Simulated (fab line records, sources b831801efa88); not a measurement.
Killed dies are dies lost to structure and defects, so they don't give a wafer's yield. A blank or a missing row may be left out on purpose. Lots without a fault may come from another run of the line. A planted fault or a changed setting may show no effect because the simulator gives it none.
Chamber matching | flow sfq_line | SFQ_TRILAYER_I3_CMP_CMP_082 on cmp-02: 4 sister chambers
The step polishes SiO2. 14 wafers are shown with their chamber, then 7 later ones without.

WAFERS WITH THEIR CHAMBER
wafer  | chamber | motor_current_A (A) | time_to_endpoint_s (s) | retaining_ring_pressure_frac
L711.4 | 2       | 10.8                | 214                    | 1.003
L711.1 | 0       | 9.6                 | 204                    | 0.998
L711.5 | 2       | 10.1                | 221                    | 1.009
L713.3 | 3       | 9.2                 | 212                    | 0.995
L713.5 | 1       | 10.5                | 223                    | 0.996
L714.3 | 3       | 9.1                 | 210                    | 0.991
L716.2 | 0       | 9.2                 | 212                    | 0.998
L716.3 | 3       | 9.0                 | 202                    | 0.996
L716.5 | 0       | 9.7                 | 221                    | 1.000
L718.2 | 2       | 10.5                | 227                    | 1.003
L718.1 | 1       | 10.3                | 222                    | 1.000
L718.6 | 2       | 10.7                | 218                    | 0.995
L729.2 | 0       | 9.6                 | 219                    | 1.008
L729.3 | 1       | 10.2                | 223                    | 0.992

SIGNATURES (means of the wafers above)
reading                      | chamber 0 | chamber 1 | chamber 2 | chamber 3 | scatter within a chamber
motor_current_A              | 9.525     | 10.333    | 10.525    | 9.100     | 0.224
time_to_endpoint_s           | 214.00    | 222.67    | 220.00    | 208.00    | 5.7
retaining_ring_pressure_frac | 1.00100   | 0.99600   | 1.00250   | 0.99400   | 0.00462
Rule: a wafer's distance from a chamber is the root of the sum, over the readings, of the square of ((its reading less the chamber's mean) divided by the reading's scatter). The wafer belongs to the nearest chamber; if the next one is less than 2 further off, it can't be placed. The scatter: the root of (the sum of the squares of (reading less its chamber's mean) over the shown wafers, divided by (wafers less chambers)).

WAFERS WITHOUT THEIR CHAMBER
wafer  | motor_current_A (A) | time_to_endpoint_s (s) | retaining_ring_pressure_frac
L729.6 | 9.0                 | 221                    | 1.009
L731.1 | 9.6                 | 222                    | 1.005
L731.2 | 10.9                | 229                    | 1.001
L731.5 | 10.4                | 229                    | 1.006
L733.1 | 9.7                 | 220                    | 0.992
L733.2 | 9.7                 | 212                    | 1.008
L733.4 | 8.8                 | 231                    | 0.996

WHICH CHAMBER EACH WENT THROUGH
wafer  | from the rows above               | in truth
L729.6 | can't be placed: 0 or 3           | 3
L731.1 | 0                                 | 0
L731.2 | can't be placed: 2 or 1           | 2
L731.5 | can't be placed: 2 or 1           | 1
L733.1 | can't be placed: 0 or 1 or 3 or 2 | 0
L733.2 | 0                                 | 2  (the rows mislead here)
L733.4 | can't be placed: 3 or 0           | 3
Placed correctly: 1 of 7. Can't be placed from these rows: 5 (the true chamber is among the candidates in 5). Placed wrongly: 1.
